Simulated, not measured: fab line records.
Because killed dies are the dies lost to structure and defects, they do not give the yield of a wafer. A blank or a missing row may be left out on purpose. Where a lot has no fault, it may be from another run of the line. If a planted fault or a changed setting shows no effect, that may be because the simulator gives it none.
Problem report, 8D (eight disciplines) form, completed by code :: flow sky130 :: the parts of the form that need people (team, actions taken, sign-off) are left out

== 1. THE PROBLEM ==
Wafers free of any fault read 0.1263 ohm/sq (standard deviation 0.0015) for METAL1_ALCU_RS at SKY_METAL1_RS_MEAS_05, against a mean of 0.1696 ohm/sq on 2 wafers of 2 lots. Relative to the usual mean, that is a shift of +29 standard deviations.
The step: measures by four-point-probe.
Seen first at day 37 22:41 on film-metro-01, wafer L833.1. At this step, 30 wafers from 10 lots have a number in the record. Rule for "out" (also "out of limits"): further than 4 standard deviations from the usual mean. Any other wafer with a number is counted as sound.

== 2. WHAT IT IS, AND WHAT IT ISN'T ==
question: which readings at this step
is: METAL1_ALCU_RS
is not: -

question: which lots
is: L833, L834
is not: L812, L813, L815, L816, L817, L822, L824, L835

question: which wafers of those lots
is: L833.1, L834.3
is not: L833.2, L833.3, L834.2, L834.6

question: read on which gauges
is: film-metro-01, film-metro-03
is not: film-metro-02

question: when
is: from day 37 22:41
is not: up to then (23 sound wafers); but 5 sound wafers of L834, L835 came after

== 3. WHAT RULES OUT EACH SUSPECT ==
Counting: a tool at a process step up to the reading stays a suspect if it ran every lot that is out. Sound lots after the first of them don't rule it out here, since some wafers of a struck lot are sound.
- the gauge at SKY_METAL1_RS_MEAS_05 has been ruled out. 2 gauges (film-metro-01, film-metro-03) read the wafers that are out.
- pvd-sputter-02 at SKY_METAL1_SPUTTER_02 (material AlCu, target thk 250 nm, time 13.3 s): kept. It processed each lot that is out (first: L833, day 37 22:36); up to then, its last sound lot is L824 (day 35 05:14).
After counting, what remains is pvd-sputter-02 at SKY_METAL1_SPUTTER_02.

== 4. THE CAUSE (what the simulator had put in) ==
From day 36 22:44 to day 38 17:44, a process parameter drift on pvd-sputter-02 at SKY_METAL1_SPUTTER_02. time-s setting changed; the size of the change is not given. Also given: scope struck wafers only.
Only this tool survived the counting.

== 5. SEQUENCE OF EFFECTS, ordered by route ==
Each row: a reading whose mean over the struck wafers that have a number lies more than 3 standard deviations from the usual. Readings are gone through only where the record gives a usual standard deviation; hours: the median, over the lots, of the time from a lot's start at the first step in this table giving one to that lot's start at this step; sigmas: the change measured in usual standard deviations.
hours: 0
step: SKY_METAL1_RS_MEAS_05
reading: METAL1_ALCU_RS
usual: 0.1263 ohm/sq
on struck wafers: 0.1696
change: +0.0433
sigmas: +29

hours: 0
step: SKY_METAL1_THK_MEAS_06
reading: METAL1_ALCU_THK
usual: 248 nm
on struck wafers: 188
change: -60
sigmas: -19

hours: 26
step: SKY_METAL1_METAL_ETCH_19
reading: oes-product-au
usual: 0.855 a.u.
on struck wafers: 0.798
change: -0.057
sigmas: -9.9
Here are the process steps it includes:
- SKY_METAL1_METAL_ETCH_19: etches the open film in Cl2/BCl3, stops on SiO2, target depth 360 nm, time 78 s.

== 6. WHAT WOULD HAVE CAUGHT IT SOONER ==
Counted from the fault's start at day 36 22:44, it took 24 hours until the first out-of-limits reading at a measuring or inspecting step in this record, taken at day 37 22:41.
An alarm limit of 4 standard deviations would not have fired on the tool readings at SKY_METAL1_SPUTTER_02 for which the record gives a usual standard deviation, since none of them was out on any struck wafer.
L834, from the lots that are out (2), started SKY_METAL1_SPUTTER_02 on pvd-sputter-02 later than day 37 22:41. A hold on the tool at that time would have spared it.
